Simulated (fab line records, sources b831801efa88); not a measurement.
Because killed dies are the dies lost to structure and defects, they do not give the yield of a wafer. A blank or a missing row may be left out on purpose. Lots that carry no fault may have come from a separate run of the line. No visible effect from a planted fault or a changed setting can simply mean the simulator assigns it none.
fab line records -- flow sky130
record: lots: 15, wafers: 45, last_day: 50
route steps=708 shown FIELD_ISO@23 NWELL@67 SONOS_TUNNEL@166 POLY_GATE@229
lots that met no fault: taken from a fault-free run of the same line
start_h: hours from the record's opening day to when the first of the lot's shown wafers began -- wait_h: hours from the lot's prior step to this one -- " repeats the value in the row above -- L1.1+2: one row covering several wafers at once -- - no value, or no start given -- * or withheld: withheld -- < > ~ a bound
route shown NAME@n: NAME is a module with steps in the file, n the number in the route of the first one -- usual: mean/standard deviation taken from wafers without a fault -- same: alike in all rows -- chamber/n: place in a boat -- sites: per-site readings -- _std_site: their standard deviation -- _edge_site: outer sites' mean less inner sites' -- radius_mm: how far each site lies from the wafer's centre -- mask NAME#n: copy n -- behind: tool/chamber where the wafer was last shaped -- hold: cause of the lot's hold/its duration in hours/its outcome -- device: which transistor (n, p or np) failed to switch -- end of line: the tests these same wafers got at the end of their route -- for a step that has no rows: nothing shown but its recipe -- killed: dies that structure and defects cost at the first sort, which is not the same as the wafer's yield -- map: a wafer's dies, marking killed ones x, the rest . and places with no die _
set.NAME: the run value of the setting; set.NAME@STEP: its run value at that earlier step -- model.NAME: the simulator's own value behind a step, which no gauge read
route steps across a sampled set of lots; one table per step, one row per wafer
services: the hour from which a tool's chamber was out of use, counted from the record's first day as start_h (under 0 if before that day), plus the number of hours and why
== steps ==
step: SKY_FIELD_ISO_OXIDATION_22
recipe: temp_c: 950, ambient: O2, stabilise_s: 600, purge_s: 300, target_thk_a: 100, ox_time_s: 623
usual: ox_temp_c: 950.0/0.41, ox_temp_c_max: 954.3/1.2, spike_tc_bottom_C: 965/4.9, spike_tc_upper_C: 949.8/1.5, zone_power_centre_pct: 20.1/0.48
lot.wafer,tool,chamber,start_h,wait_h,ox_temp_c,ox_temp_c_max,spike_tc_bottom_C,spike_tc_upper_C,zone_power_centre_pct
L693.1,furnace-01,0,29.87,0.3,950.0,954.7,960,949.3,21.0
L693.4,furnace-01,0,29.87,0.3,950.3,954.5,958,949.8,20.7
L693.5,furnace-01,0,29.87,0.3,950.9,956.2,959,949.4,20.8
L696.2,furnace-01,0,44.58,0.0,949.4,955.2,959,948.0,20.6
L696.3,furnace-01,0,44.58,0.0,950.3,956.0,959,949.9,20.6
L696.4,furnace-01,0,44.58,0.0,950.0,955.1,960,948.1,20.8
L697.1,furnace-02,0,49.50,0.0,949.2,952.9,970,951.4,19.5
L697.2,furnace-02,0,49.50,0.0,948.9,952.1,969,951.0,19.8
L697.6,furnace-02,0,49.50,0.0,949.7,952.9,970,949.9,19.7
L698.1,furnace-01,0,56.63,0.2,949.8,954.4,957,949.7,20.7
L698.3,furnace-01,0,56.63,0.2,949.9,953.8,959,947.6,20.7
L698.6,furnace-01,0,56.63,0.2,950.1,956.6,958,948.4,20.5
L699.1,furnace-01,0,66.96,3.5,949.8,954.7,961,946.4,20.9
L699.3,furnace-01,0,66.96,3.5,950.8,956.0,961,947.5,20.6
L699.4,furnace-01,0,66.96,3.5,949.4,954.8,959,947.9,20.9
L700.2,furnace-01,0,66.96,0.4,949.4,954.3,960,946.5,21.2
L700.3,furnace-01,0,66.96,0.4,949.8,957.0,959,947.4,20.8
L700.6,furnace-01,0,66.96,0.4,949.9,955.8,958,948.8,20.5
L701.1,furnace-01,0,72.54,1.2,950.1,955.3,959,948.8,20.6
L701.2,furnace-01,0,72.54,1.2,950.9,955.2,960,948.5,20.6
L701.3,furnace-01,0,72.54,1.2,950.7,956.7,961,948.1,20.4
L702.1,furnace-01,0,78.34,1.1,949.6,954.9,958,950.6,20.5
L702.3,furnace-01,0,78.34,1.1,949.9,956.2,958,947.3,20.6
L702.6,furnace-01,0,78.34,1.1,950.6,955.5,960,947.1,20.5
L705.2,furnace-02,0,91.77,0.0,949.9,954.5,967,950.1,19.9
L705.3,furnace-02,0,91.77,0.0,949.4,953.0,970,949.7,19.5
L705.5,furnace-02,0,91.77,0.0,950.4,953.5,969,950.3,19.8
L707.4,furnace-02,0,108.28,0.0,949.9,953.2,969,952.9,19.3
L707.5,furnace-02,0,108.28,0.0,950.6,954.7,969,952.5,19.5
L707.6,furnace-02,0,108.28,0.0,950.5,954.2,970,949.4,20.4
L708.1,furnace-02,0,109.85,0.0,950.2,953.9,969,949.6,19.8
L708.3,furnace-02,0,109.85,0.0,950.8,954.6,969,951.0,19.9
L708.6,furnace-02,0,109.85,0.0,950.7,954.0,971,948.5,19.8
L712.2,furnace-02,-,158.42,1.8,-,-,-,-,-
L712.4,furnace-02,-,158.42,1.8,-,-,-,-,-
L712.6,furnace-02,-,158.42,1.8,-,-,-,-,-
L713.2,furnace-02,-,158.42,0.9,-,-,-,-,-
L713.3,furnace-02,-,158.42,0.9,-,-,-,-,-
L713.4,furnace-02,-,158.42,0.9,-,-,-,-,-
L714.1,furnace-02,-,158.42,0.3,-,-,-,-,-
L714.3,furnace-02,-,158.42,0.3,-,-,-,-,-
L714.5,furnace-02,-,158.42,0.3,-,-,-,-,-
L716.1,furnace-02,0,158.42,0.6,950.1,954.1,968,953.1,19.7
L716.5,furnace-02,0,158.42,0.6,949.9,953.7,970,948.6,19.8
L716.6,furnace-02,0,158.42,0.6,950.1,954.6,970,951.5,19.7
step: SKY_NWELL_STRIP_14
recipe: chemistry: O2/N2, power_w: 1400, pressure_mtorr: 1500, platen_temp_c: withheld, o2_flow_sccm: 3000, n2_flow_sccm: 300, overash_fraction: 0.5
usual: drypump_motor_current_A: 5.6/0.47, oes_product_au: 0.722/0.0041, strip_time_to_endpoint_s: 36.99/0.099
same: overash_fraction: 0.5
lot.wafer,tool,chamber,start_h,wait_h,drypump_motor_current_A,oes_product_au,rf_hours_counter_h,strip_time_to_endpoint_s
L693.1,plasma_asher-03,0,83.72,0.1,5.0,0.725,40,36.97
L693.4,plasma_asher-03,0,83.72,0.1,5.0,0.723,-,36.98
L693.5,plasma_asher-03,1,83.72,0.1,5.8,0.723,-,36.96
L696.2,plasma_asher-01,1,99.88,0.1,5.8,0.716,42,37.05
L696.3,plasma_asher-01,1,99.88,0.1,5.8,0.719,-,36.92
L696.4,plasma_asher-01,0,99.88,0.1,5.0,0.726,-,36.93
L697.1,plasma_asher-01,0,105.60,0.1,5.0,0.729,43,37.12
L697.2,plasma_asher-01,1,105.60,0.1,5.8,0.725,43,36.91
L697.6,plasma_asher-01,0,105.60,0.1,5.0,0.725,-,37.09
L698.1,plasma_asher-02,1,115.85,0.2,5.7,0.723,31,37.20
L698.3,plasma_asher-02,1,115.85,0.2,5.6,0.715,-,37.10
L698.6,plasma_asher-02,1,115.85,0.2,5.7,0.724,-,37.22
L699.1,plasma_asher-01,1,124.35,0.1,5.8,0.723,1,37.00
L699.3,plasma_asher-01,0,124.35,0.1,5.0,0.715,-,37.06
L699.4,plasma_asher-01,1,124.35,0.1,5.7,0.720,-,37.08
L700.2,plasma_asher-03,0,124.70,0.1,5.1,0.722,44,37.06
L700.3,plasma_asher-03,0,124.70,0.1,5.1,0.725,-,36.96
L700.6,plasma_asher-03,1,124.70,0.1,5.7,0.725,-,36.86
L701.1,plasma_asher-02,0,133.03,0.1,6.3,0.717,33,37.15
L701.2,plasma_asher-02,1,133.03,0.1,5.7,0.726,33,37.19
L701.3,plasma_asher-02,0,133.03,0.1,6.3,0.718,-,37.22
L702.1,plasma_asher-01,0,134.75,0.1,5.0,0.719,2,37.05
L702.3,plasma_asher-01,1,134.75,0.1,5.8,0.726,-,37.09
L702.6,plasma_asher-01,0,134.75,0.1,5.0,0.727,-,37.06
L705.2,plasma_asher-02,1,149.50,0.1,5.7,0.726,35,36.96
L705.3,plasma_asher-02,0,149.50,0.1,6.4,0.720,-,36.88
L705.5,plasma_asher-02,1,149.50,0.1,5.7,0.720,-,36.77
L707.4,plasma_asher-02,1,168.96,0.1,5.7,0.716,-,36.93
L707.5,plasma_asher-02,0,168.96,0.1,6.3,0.718,-,36.81
L707.6,plasma_asher-02,1,168.96,0.1,5.7,0.721,-,36.97
L708.1,plasma_asher-01,0,170.61,0.1,5.0,0.722,6,36.98
L708.3,plasma_asher-01,0,170.61,0.1,5.0,0.725,-,37.01
L708.6,plasma_asher-01,0,170.61,0.1,5.0,0.722,-,37.01
L716.1,plasma_asher-01,1,230.10,0.1,5.8,0.720,11,36.93
L716.5,plasma_asher-01,1,230.10,0.1,5.7,0.723,-,36.89
L716.6,plasma_asher-01,0,230.10,0.1,5.0,0.721,-,37.04
step: SKY_SONOS_TUNNEL_TW_MEAS_12
usual: SONOS_TUNNEL_TW: 195.8/1.9
lot.wafer,tool,chamber,start_h,wait_h,SONOS_TUNNEL_TW
L693.1,film_metro-02,-,239.73,0.0,197.3
L693.4,film_metro-02,-,239.73,0.0,198.5
L693.5,film_metro-02,-,239.73,0.0,197.0
L696.2,film_metro-03,-,261.01,0.0,196.8
L696.3,film_metro-03,-,261.01,0.0,194.0
L696.4,film_metro-03,-,261.01,0.0,196.3
L697.1,film_metro-03,-,268.76,0.0,196.4
L697.2,film_metro-03,-,268.76,0.0,196.8
L697.6,film_metro-03,-,268.76,0.0,196.0
L698.1,film_metro-02,-,283.71,0.0,197.8
L698.3,film_metro-02,-,283.71,0.0,197.7
L698.6,film_metro-02,-,283.71,0.0,196.4
L699.1,film_metro-01,-,296.05,0.0,193.4
L699.3,film_metro-01,-,296.05,0.0,193.7
L699.4,film_metro-01,-,296.05,0.0,193.5
L700.2,film_metro-02,-,297.94,0.0,196.1
L700.3,film_metro-02,-,297.94,0.0,196.3
L700.6,film_metro-02,-,297.94,0.0,198.1
L701.1,film_metro-02,-,311.19,0.0,198.7
L701.2,film_metro-02,-,311.19,0.0,197.6
L701.3,film_metro-02,-,311.19,0.0,197.6
L702.1,film_metro-02,-,313.29,0.0,199.7
L702.3,film_metro-02,-,313.29,0.0,197.8
L702.6,film_metro-02,-,313.29,0.0,197.3
L705.2,film_metro-03,-,333.65,0.0,196.1
L705.3,film_metro-03,-,333.65,0.0,195.2
L705.5,film_metro-03,-,333.65,0.0,195.3
L707.4,film_metro-01,-,361.87,0.0,192.9
L707.5,film_metro-01,-,361.87,0.0,193.6
L707.6,film_metro-01,-,361.87,0.0,192.3
L708.1,film_metro-03,-,364.44,0.0,196.4
L708.3,film_metro-03,-,364.44,0.0,196.1
L708.6,film_metro-03,-,364.44,0.0,195.8
L716.1,film_metro-01,-,444.99,0.0,192.8
L716.5,film_metro-01,-,444.99,0.0,193.6
L716.6,film_metro-01,-,444.99,0.0,193.1
step: SKY_POLY_GATE_ETCH_15
recipe: chemistry: N2/H2, target: BARC, ion_energy_ev: 200, source_w: 500, bias_w: 100, pressure_mtorr: 30, n2_flow_sccm: 100, h2_flow_sccm: 200, stop_on: SiO2, time_s: 118.5, target_depth_a: 1100
usual: drypump_motor_current_A: 5.6/0.4, h2_flow_sccm: 200.0/0.66, oes_product_au: 0.716/0.0046, throttle_valve_pct: 13.213/0.0089
lot.wafer,tool,chamber,start_h,wait_h,drypump_motor_current_A,h2_flow_sccm,oes_product_au,rf_hours_counter_h,throttle_valve_pct
L693.1,rie_diel-02,0,355.67,0.0,5.4,199.9,0.717,11,13.205
L693.4,rie_diel-02,1,355.67,0.0,5.5,199.1,0.715,50,13.211
L693.5,rie_diel-02,3,355.67,0.0,5.9,200.4,0.705,-,13.202
L696.2,rie_diel-01,0,382.32,0.0,4.9,200.1,0.716,40,13.204
L696.3,rie_diel-01,3,382.32,0.0,5.7,199.4,0.716,74,13.194
L696.4,rie_diel-01,1,382.32,0.0,6.0,199.7,0.715,39,13.197
L697.1,rie_diel-01,2,391.12,0.0,6.3,199.4,0.720,32,13.210
L697.2,rie_diel-01,3,391.12,0.0,5.7,199.4,0.716,74,13.226
L697.6,rie_diel-01,0,391.12,0.0,4.9,200.5,0.711,-,13.203
L698.1,rie_diel-02,0,405.18,0.0,5.4,199.2,0.723,12,13.214
L698.3,rie_diel-02,3,405.18,0.0,5.9,200.5,0.717,34,13.209
L698.6,rie_diel-02,2,405.18,0.0,5.3,200.5,0.709,-,13.214
L699.1,rie_diel-01,3,421.33,0.0,5.7,199.9,0.716,75,13.214
L699.3,rie_diel-01,2,421.33,0.0,6.3,201.2,0.721,33,13.208
L699.4,rie_diel-01,0,421.33,0.0,4.9,199.7,0.712,40,13.211
L700.2,rie_diel-02,2,421.98,0.0,5.4,198.7,0.709,5,13.215
L700.3,rie_diel-02,3,421.98,0.0,5.9,200.5,0.714,34,13.213
L700.6,rie_diel-02,3,421.98,0.0,5.9,199.9,0.720,-,13.194
L701.1,rie_diel-03,3,438.57,0.0,4.9,199.8,0.716,7,13.231
L701.2,rie_diel-03,1,438.57,0.0,5.8,200.5,0.722,9,13.203
L701.3,rie_diel-03,2,438.57,0.0,5.4,200.5,0.718,7,13.210
L702.1,rie_diel-02,2,438.72,0.0,5.3,200.0,0.714,6,13.224
L702.3,rie_diel-02,1,438.72,0.0,5.5,198.3,0.712,52,13.193
L702.6,rie_diel-02,1,438.72,0.0,5.5,198.3,0.721,-,13.230
L705.2,rie_diel-03,2,467.38,0.0,5.4,201.1,0.713,7,13.215
L705.3,rie_diel-03,1,467.38,0.0,5.8,200.0,0.714,10,13.231
L705.5,rie_diel-03,2,467.38,0.0,5.4,200.1,0.716,-,13.225
L707.4,rie_diel-01,0,493.83,0.0,4.9,199.5,0.720,42,13.225
L707.5,rie_diel-01,0,493.83,0.0,4.9,198.7,0.719,-,13.208
L707.6,rie_diel-01,3,493.83,0.0,5.7,201.0,0.719,-,13.207
L708.1,rie_diel-02,2,498.73,0.0,5.4,200.1,0.718,7,13.232
L708.3,rie_diel-02,3,498.73,0.0,5.9,199.0,0.719,36,13.213
L708.6,rie_diel-02,0,498.73,0.0,5.4,199.8,0.722,-,13.202
L716.1,rie_diel-01,0,578.53,0.0,4.9,199.4,0.716,44,13.210
L716.5,rie_diel-01,2,578.53,0.0,6.2,199.2,0.721,-,13.216
L716.6,rie_diel-01,1,578.53,0.0,6.0,200.1,0.715,-,13.203
== services ==
tool,chamber,start_h,hours,kind
rie_diel-02,0,25.78,6.8,repair
rie_diel-01,2,30.18,13.1,repair
rie_diel-02,2,46.04,1.4,repair
rie_diel-01,1,50.30,5.8,repair
rie_diel-01,3,52.81,5.2,repair
furnace-01,-,61.55,4.0,pm
rie_diel-02,3,62.58,3.7,repair
furnace-01,-,73.71,3.1,pm
plasma_asher-01,-,108.75,9.0,pm
rie_diel-02,3,111.97,15.5,repair
rie_diel-02,0,112.95,4.8,repair
rie_diel-01,2,148.33,2.9,repair
furnace-02,-,149.40,2.5,pm
rie_diel-02,0,149.90,63.2,repair
furnace-02,-,164.12,4.0,pm
furnace-01,-,230.68,3.0,pm
furnace-01,-,236.38,2.0,repair
furnace-01,-,356.16,2.9,pm
furnace-01,-,398.54,3.9,pm
furnace-02,-,446.17,12.9,pm
furnace-02,-,459.11,3.1,pm
furnace-02,-,484.46,3.5,pm
furnace-02,-,546.35,2.7,pm
furnace-01,-,565.45,3.1,pm
== key ==
first_sign: step: SKY_FIELD_ISO_OXIDATION_22, reading: tool_record, direction: missing
effect none on later readings
met_at SKY_FIELD_ISO_OXIDATION_22
struck_lots L712,L713,L714
later_rows_left_out L712.2,L712.4,L712.6,L713.2,L713.3,L713.4,L714.1,L714.3,L714.5
sort_left_out L712.2,L712.4,L712.6,L713.2,L713.3,L713.4,L714.1,L714.3,L714.5
tester_left_out L712,L713,L714
not_acting_at SKY_NWELL_STRIP_14,SKY_SONOS_TUNNEL_TW_MEAS_12,SKY_POLY_GATE_ETCH_15
onset_between 109.85 158.42
fault: kind: skipped_step_whole, tool: furnace-02, chamber: -, onset_h: 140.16, steps: SKY_FIELD_ISO_OXIDATION_22, scope: struck_lots_only
tester_left_out: of these lots the tester's yield and bins aren't shown, on N5 and GAA mostly nor the transistor test; their killed dies are dies lost to structure and defects alone, not to doping, threshold or leakage, so they don't give the yield
sort_left_out: the simulated sort isn't trusted on such a fault, so these wafers' sort isn't shown, and their yield isn't known
later_rows_left_out: the simulator's readings of these wafers behind a module that went badly wrong aren't trusted and aren't shown, but for the sort
